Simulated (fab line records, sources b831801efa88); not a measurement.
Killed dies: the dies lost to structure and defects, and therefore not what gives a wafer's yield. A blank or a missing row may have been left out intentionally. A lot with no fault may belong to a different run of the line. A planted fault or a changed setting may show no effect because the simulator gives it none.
One fault through the eyes of 2 desks    flow gf180mcu    what lay behind the numbers comes last; until then each desk has only its own

DESK OF THE TOOL OWNER: rtp_anneal-01
The tool's own readings at GF_PSD_RTA_13 (time 20 s): means of the sampled wafers that have a number, for each lot that ran on this tool. If a lot's mean is further than 4 standard deviations from the usual mean, the lot is out of limits and carries the mark OUT (the distance appears in the brackets).
Columns: A = lamp_power_pct at GF_PSD_RTA_13, usual 34.1 %; B = run_length_s at GF_PSD_RTA_13, usual 48.8 s; C = wafer_temp_C_max at GF_PSD_RTA_13, usual 1028.9
lot   first seen here  A     B               C
L764  day 14 17:50     33.4  48.8            1028.7
L765  day 14 23:40     33.5  48.6            1028.4
L766  day 15 05:59     33.4  48.5            1027.5
L767  day 15 13:04     33.4  59.1 (+20) OUT  1028.8
L768  day 16 01:19     33.4  59.0 (+20) OUT  1027.8
L776  day 19 08:25     33.4  48.6            1028.8
L781  day 21 03:13     33.4  48.5            1027.5
L784  day 22 00:51     33.4  48.6            1027.9
L785  day 22 22:44     33.4  48.7            1027.9
This desk's verdict: out of limits on L767, L768, starting with L767 at day 15 13:04 (run_length_s at GF_PSD_RTA_13). L764, L765, L766, L776, L781, L784, L785 stayed within limits.

METROLOGY DESK
Lot by lot, what the gauges showed, no matter which tool ran the lot: averages of those sampled wafers that carry a number. If a lot's mean is further than 4 standard deviations from the usual mean, the lot is out of limits and carries the mark OUT (the distance appears in the brackets).
Columns: A = cd_nm at GF_NSD_CD_MEAS_07, usual 400.0 nm; B = NSD_TW at GF_NSD_TW_MEAS_12, usual 4273; C = NSD_RS at GF_PSD_RS_MEAS_14, usual 46.10 ohm/sq; D = PSD_RS at GF_PSD_RS_MEAS_15, usual 108.49 ohm/sq
lot   first seen here  A      B     C                D
L763  day 13 09:30     398.8  4278  46.10            108.47
L764  day 13 19:29     397.8  4234  46.04            108.27
L765  day 14 01:59     397.9  4292  46.17            108.73
L766  day 14 07:27     400.2  4296  45.99            108.41
L767  day 14 15:18     401.4  4311  43.90 (-28) OUT  103.73 (-18) OUT
L768  day 15 04:12     403.1  4270  43.90 (-28) OUT  104.07 (-17) OUT
L776  day 18 06:43     398.9  4334  46.13            108.65
L777  day 18 08:51     402.4  4233  46.14            108.45
L778  day 18 12:33     399.9  4352  46.11            108.12
L781  day 20 01:41     398.3  4245  46.12            108.48
L784  day 21 00:28     404.1  4249  46.10            108.53
L783  day 21 00:54     401.7  4204  46.10            108.46
L785  day 21 23:18     402.0  4237  46.11            108.42
This desk's result: L767, L768 out of limits, first on L767 (NSD_RS at GF_PSD_RS_MEAS_14), day 15 13:09. L763, L764, L765, L766, L776, L777, L778, L781, L784, L783, L785 stayed within limits.

PUT TOGETHER
At day 15 13:04, on L767, L768, the tool owner's desk was in a position to raise an alarm.
The metrology desk could have raised an alarm at day 15 13:09, on L767, L768.
Every lot named ran GF_PSD_RTA_13 on rtp_anneal-01.

WHAT HAD BEEN PUT IN BY THE SIMULATOR
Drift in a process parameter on rtp_anneal-01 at GF_PSD_RTA_13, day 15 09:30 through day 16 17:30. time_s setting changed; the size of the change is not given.
Struck lots among those shown: L767, L768.
Counting hours from when the fault started, the first reading out of limits came at 4 for the tool owner's desk and at 4 for the metrology desk.
